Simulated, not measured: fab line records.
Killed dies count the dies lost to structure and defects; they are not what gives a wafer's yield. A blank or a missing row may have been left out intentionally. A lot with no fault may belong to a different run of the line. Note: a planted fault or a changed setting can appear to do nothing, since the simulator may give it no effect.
The tool behind it: which one?    flow gf180mcu    Sampling: 13 lots, 39 wafers, 4 of 602 route steps

## WHAT EACH GAUGE READ, for each wafer
GF_HV_LDD_TW_MEAS_11. Usual: for HV_LDD_TW the level is 2411 and the standard deviation is 29.
lot   measured      on             HV_LDD_TW       flag
L219  day 9 23:53   film_metro-03  2393 2389 2396  
L220  day 10 04:13  film_metro-03  2386 2390 2393  
L221  day 10 15:40  film_metro-02  2446 2440 2450  
L222  day 10 22:45  film_metro-02  2441 2438 2434  
L223  day 11 05:03  film_metro-02  2426 2434 2416  
L225  day 11 23:01  film_metro-04  2351 2355 2347  
L228  day 12 21:27  film_metro-02  2429 2422 2423  
L229  day 13 07:29  film_metro-04  2371 2373 2385  
L232  day 14 09:29  film_metro-02  2441 2436 2437  
L237  day 15 19:34  film_metro-03  2391 2389 2392  
L239  day 16 07:26  film_metro-04  2396 2375 2395  
L241  day 16 23:48  film_metro-04  2384 2389 2369  
L242  day 17 07:31  film_metro-02  2424 2423 2416  

GF_CONTACT_CD_MEAS_14: the cd target is 220 nm. Usual: cd_nm reads 220.2 nm (standard deviation 1.4).
lot   measured      on         cd_nm (nm)                           flag
L219  day 15 22:00  cd_sem-01  218.8 217.0 218.5                    
L220  day 16 02:13  cd_sem-02  221.5 221.1 221.6                    
L221  day 16 12:43  cd_sem-01  216.7 217.6 219.2                    
L222  day 17 00:15  cd_sem-02  220.6 220.9 220.2                    
L223  day 17 08:02  cd_sem-01  220.5 219.0 220.7                    
L225  day 18 05:04  cd_sem-01  220.6 222.2 221.0                    
L228  day 19 14:08  cd_sem-02  222.0 220.9 220.9                    
L229  day 20 01:35  cd_sem-01  237.6 237.1 237.4 237.8 237.6 237.6  OFF
L232  day 21 08:02  cd_sem-02  237.6 235.3 236.6 237.2 235.6 236.9  OFF
L237  day 22 19:58  cd_sem-02  219.6 218.8 218.8                    
L239  day 23 11:37  cd_sem-01  220.3 220.7 222.3                    
L241  day 24 02:46  cd_sem-02  219.9 220.2 219.6                    
L242  day 24 11:07  cd_sem-02  221.9 223.0 222.4                    

GF_M1_RS_MEAS_05: uses a four-point probe to measure. Usual: for M1_ALCU_RS the level is 0.0695 ohm/sq and the standard deviation is 0.00069.
lot   measured      on             M1_ALCU_RS (ohm/sq)   flag
L219  day 15 23:31  film_metro-03  0.0686 0.0687 0.0699  
L220  day 16 03:44  film_metro-04  0.0709 0.0697 0.0705  
L221  day 16 14:15  film_metro-01  0.0705 0.0709 0.0708  
L222  day 17 01:46  film_metro-04  0.0687 0.0685 0.0692  
L223  day 17 09:34  film_metro-04  0.0690 0.0695 0.0695  
L225  day 18 06:35  film_metro-04  0.0691 0.0697 0.0691  
L228  day 19 15:40  film_metro-04  0.0699 0.0696 0.0704  
L229  day 20 13:43  film_metro-01  0.0689 0.0697 0.0690  
L232  day 21 14:45  film_metro-01  0.0702 0.0700 0.0699  
L237  day 22 21:29  film_metro-04  0.0690 0.0696 0.0697  
L239  day 23 13:23  film_metro-03  0.0696 0.0692 0.0696  
L241  day 24 04:18  film_metro-04  0.0693 0.0690 0.0696  
L242  day 24 12:38  film_metro-01  0.0693 0.0689 0.0695  

## EACH LOT AND THE TOOL THAT RAN IT (in order: tool; ch and the chambers of the sampled wafers; start)
lot   GF_CONTACT_EXPOSE_11
L219  krf_scanner-02 ch 0, day 15 11:53
L220  krf_scanner-02 ch 0, day 15 15:30
L221  krf_scanner-01 ch 0, day 16 02:55
L222  krf_scanner-01 ch 0, day 16 13:02
L223  krf_scanner-01 ch 0, day 16 20:43
L225  krf_scanner-01 ch 0, day 17 17:19
L228  krf_scanner-02 ch 0, day 19 01:53
L229  krf_scanner-01 ch 0, day 19 13:35
L232  krf_scanner-01 ch 0, day 20 19:59
L237  krf_scanner-02 ch 0, day 22 09:01
L239  krf_scanner-02 ch 0, day 23 00:34
L241  krf_scanner-02 ch 0, day 23 15:48
L242  krf_scanner-02 ch 0, day 23 23:37
- GF_CONTACT_EXPOSE_11: exposes mask Contact, target cd 220 nm.

## AS READ BY THE TOOLS THEMSELVES (means over the sampled wafers that have a number; for cases with no such wafer, the mark the record gives instead)
GF_CONTACT_EXPOSE_11. Usual: exposure_dose_mJ_cm2 reads 38.00 (standard deviation 0.039).
lot   tool            exposure_dose_mJ_cm2  flag
L219  krf_scanner-02  38.04                 
L220  krf_scanner-02  38.02                 
L221  krf_scanner-01  37.99                 
L222  krf_scanner-01  38.01                 
L223  krf_scanner-01  38.00                 
L225  krf_scanner-01  38.01                 
L228  krf_scanner-02  38.03                 
L229  krf_scanner-01  42.66                 OFF
L232  krf_scanner-01  41.68                 OFF
L237  krf_scanner-02  37.97                 
L239  krf_scanner-02  38.00                 
L241  krf_scanner-02  38.01                 
L242  krf_scanner-02  37.98                 

## THE ANSWER, worked out from the rows above alone
Rule: a lot counts as off when the mean over its wafers that have a number is more than 3 standard deviations away from the usual mean. A lot without any number at a reading at which 4 lots or more have one is off too. Any other lot the step has rows for is counted as sound. After the gauges, taken in route order, come the tools' own readings; for these a lot's mean is taken, as printed above. The first step at which some lot is off is used, and at that step the reading that is off furthest; a lot without a number counts as furthest.
Off, at GF_CONTACT_CD_MEAS_14 on cd_nm: L229, L232.
If a tool, at a process step before that reading, ran all the lots that are off and no sound lot after the first of them, it fits. The gauges at GF_CONTACT_CD_MEAS_14 aren't tried: what is off there is off at GF_CONTACT_EXPOSE_11 too, on other tools, and a gauge's error can't cause that. One fits: GF_CONTACT_EXPOSE_11 on krf_scanner-01. A fault onset in the window from L225 (day 17 17:19, its last sound lot) to L229 (day 19 13:35, its first lot off) fits.
On the lots that are off, the tool's own readings at GF_CONTACT_EXPOSE_11 differ by more than 5 times the standard deviation of the sound lots' means, which bears it out; exposure_dose_mJ_cm2 reads 42.17 there versus 38.01 on the sound lots.

## WHAT THE SIMULATOR HAD INSERTED
Process parameter drift: krf_scanner-01, from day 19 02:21 on, at GF_CONTACT_EXPOSE_11. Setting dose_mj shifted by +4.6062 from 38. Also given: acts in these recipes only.
Shown lots that were struck: L229, L232. The rule above reached the same finding.
